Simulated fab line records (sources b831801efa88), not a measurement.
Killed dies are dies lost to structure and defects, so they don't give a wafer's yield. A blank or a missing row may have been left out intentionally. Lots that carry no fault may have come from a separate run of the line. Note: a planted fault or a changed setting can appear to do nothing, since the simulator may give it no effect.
The same fault as seen by 2 desks    flow gf180mcu    numbers are kept per desk, each desk with only its own; the story behind them comes last

== AT THE METROLOGY DESK ==
Lot by lot, what the gauges showed, no matter which tool ran the lot: averages of those sampled wafers that carry a number. The brackets show how far a lot's mean lies from the usual mean; more than 4 standard deviations puts the lot out of limits, marked OUT.
Columns: A = NWELL_OVL at GF_NWELL_OVL_MEAS_07, usual 0.1 nm; B = MVSD_OVL at GF_MVSD_OVL_MEAS_07, usual 0.9 nm; C = VT_IMPLANT_OVL at GF_VT_IMPLANT_OVL_MEAS_07, usual 0.5 nm
lot   first seen here  A     B     C
L263  day 3 16:44      0.7   1.0   -2.1
L265  day 4 01:05      -0.0  -0.5  -0.4
L264  day 4 01:28      0.5   -1.6  -0.5
L272  day 5 08:50      -0.9  2.7   1.8
L273  day 5 14:26      0.9   1.4   -0.8
L274  day 5 17:20      1.2   0.9   1.0
L275  day 6 00:02      1.3   2.5   2.0
L276  day 6 07:08      0.1   -0.5  0.1
L279  day 6 21:44      0.1   1.7   -1.9
L280  day 7 06:29      -0.5  1.2   -140.0 (-94) OUT
L282  day 7 17:04      -0.5  1.8   -140.5 (-94) OUT
L285  day 8 07:32      0.3   0.3   1.2
L286  day 8 12:20      -0.0  0.6   2.5
Finding of this desk: L280, L282 out of limits, first seen on L280 at day 10 01:56 (VT_IMPLANT_OVL at GF_VT_IMPLANT_OVL_MEAS_07). L263, L265, L264, L272, L273, L274, L275, L276, L279, L285, L286: within limits.

== TOOL OWNER'S DESK, ilineStepper-02 ==
The tool's own readings at GF_VT_IMPLANT_EXPOSE_04 (exposes mask LVPWELL LV AREA, target cd 600 nm): means of the sampled wafers that have a number, for each lot that ran on this tool. The brackets show how far a lot's mean lies from the usual mean; more than 4 standard deviations puts the lot out of limits, marked OUT.
Columns: A = stageVelMmS at GF_VT_IMPLANT_EXPOSE_04, usual 500.01 mm/s
lot   first seen here  A
L264  day 6 02:35      499.89
L272  day 7 13:08      499.96
L274  day 7 23:13      500.11
L280  day 9 17:12      499.79
L282  day 10 04:51     500.13
Finding of this desk: none of the 5 lots has anything out of limits.

== TAKEN TOGETHER ==
Metrology desk: alarm possible at day 10 01:56 on L280, L282.
The desk of the tool owner found nothing out of limits.
On record at the tool owner's desk: L280, L282, within its limits.
All the named lots went through GF_VT_IMPLANT_EXPOSE_04 on ilineStepper-02.

== WHAT THE SIMULATOR HAD INSERTED ==
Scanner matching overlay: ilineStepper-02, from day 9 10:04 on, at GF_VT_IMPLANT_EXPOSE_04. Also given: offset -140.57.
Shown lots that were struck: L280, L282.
Per desk, hours elapsed from the start of the fault to the first reading out of limits: for the metrology desk, 16.
